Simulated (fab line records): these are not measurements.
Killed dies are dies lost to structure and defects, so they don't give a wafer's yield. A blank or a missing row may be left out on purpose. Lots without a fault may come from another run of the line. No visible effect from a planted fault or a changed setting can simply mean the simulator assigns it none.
8D (eight disciplines) problem report, filled in by code    flow gf180mcu    the parts of the form that need people (team, actions taken, sign-off) are left out

== 1. WHAT IS WRONG ==
Mean CONTACT_W_RS at GF_CONTACT_RS_MEAS_25: 0.211 ohm/sq over 4 wafers in 2 lots; fault-free wafers: 0.382 ohm/sq, standard deviation 0.0046. Measured from the usual mean, that is -37 standard deviations.
The step: measures by four-point-probe.
Earliest sighting: wafer L335.4 on film-metro-04 at day 18 14:55. The record has a number at this step for 33 wafers belonging to 11 lots. The rule behind "out" and "out of limits": a value lying over 4 standard deviations away from the usual mean. Any other wafer with a number is counted as sound.

== 2. WHAT IT IS, WHAT IT ISN'T ==
question                     is                              is not
which readings at this step  CONTACT_W_RS                    -
which lots                   L335, L336                      L327, L329, L332, L343, L344, L345, L347, L348, L350
which wafers of those lots   L335.4, L335.5, L336.3, L336.5  L335.1, L336.4
read on which gauges         film-metro-04                   film-metro-02, film-metro-03
when                         from day 18 14:55               up to then (10 sound wafers); but 19 sound wafers of L336, L343, L344, L345, L347, L348, L350 came after

== 3. THE SUSPECTS, EACH WITH WHAT RULES IT OUT ==
Counting: a tool at a process step up to the reading stays a suspect if it ran every lot that is out. Sound lots after the first of them don't rule it out here, since some wafers of a struck lot are sound.
- the gauge at GF_CONTACT_RS_MEAS_25 is ruled out. All the wafers that are out were read on film-metro-04, but those of them that GF_CONTACT_CMP_27 has rows for are out there too, on other tools.
- cvd-w-02 at GF_CONTACT_CVD_24 (deposits W, target thk 300 nm, time 90.339 s): kept. Every lot that is out went through it, the first being L335 (day 18 14:49); the last sound lot it ran before that was L329 (day 16 17:24).
- Within cvd-w-02 at GF_CONTACT_CVD_24, the wafers that are out were processed in chamber 1 and their sound lot-mates in chamber 0.
Remaining after the count: cvd-w-02 at GF_CONTACT_CVD_24.

== 4. THE CAUSE (what the simulator had put in) ==
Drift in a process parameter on cvd-w-02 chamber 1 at GF_CONTACT_CVD_24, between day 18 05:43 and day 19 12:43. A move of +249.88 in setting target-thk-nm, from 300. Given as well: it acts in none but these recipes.
After counting, this tool was the only one left.

== 5. SEQUENCE OF EFFECTS, ordered by route ==
One row per reading whose mean, taken over the struck wafers that have a number, lies over 3 standard deviations from the usual. Scope: only readings with a usual standard deviation given in the record; hours: median across lots of the time from each lot's start at the first step in this table that gives one to its start at this step; sigmas: change in usual standard deviations.
hours  step                    reading             usual         on struck wafers  change  sigmas
0      GF_CONTACT_RS_MEAS_25   CONTACT_W_RS        0.382 ohm/sq  0.211             -0.171  -37
6      GF_CONTACT_THK_MEAS_26  CONTACT_W_THK       306 nm        565               +259    +59
8      GF_CONTACT_CMP_27       time-to-endpoint-s  73 s          128               +55     +17
Its process steps:
- GF_CONTACT_CMP_27: polishes, stops on SiO2, t overpolish 15 s, target thk 0 nm.

== 6. WHAT WOULD HAVE CAUGHT IT SOONER ==
In this record the first reading out of limits at a measuring or inspecting step was taken at day 18 14:55, 9 hours after the fault began at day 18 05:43.
Of the tool readings at GF_CONTACT_CVD_24 for which the record gives a usual standard deviation, none was out on any struck wafer, so an alarm limit of 4 standard deviations on them would not have fired.
Among the 2 lots that are out, L336 began GF_CONTACT_CVD_24 on cvd-w-02 after day 18 14:55. It would have been spared by a hold on the tool at that moment.
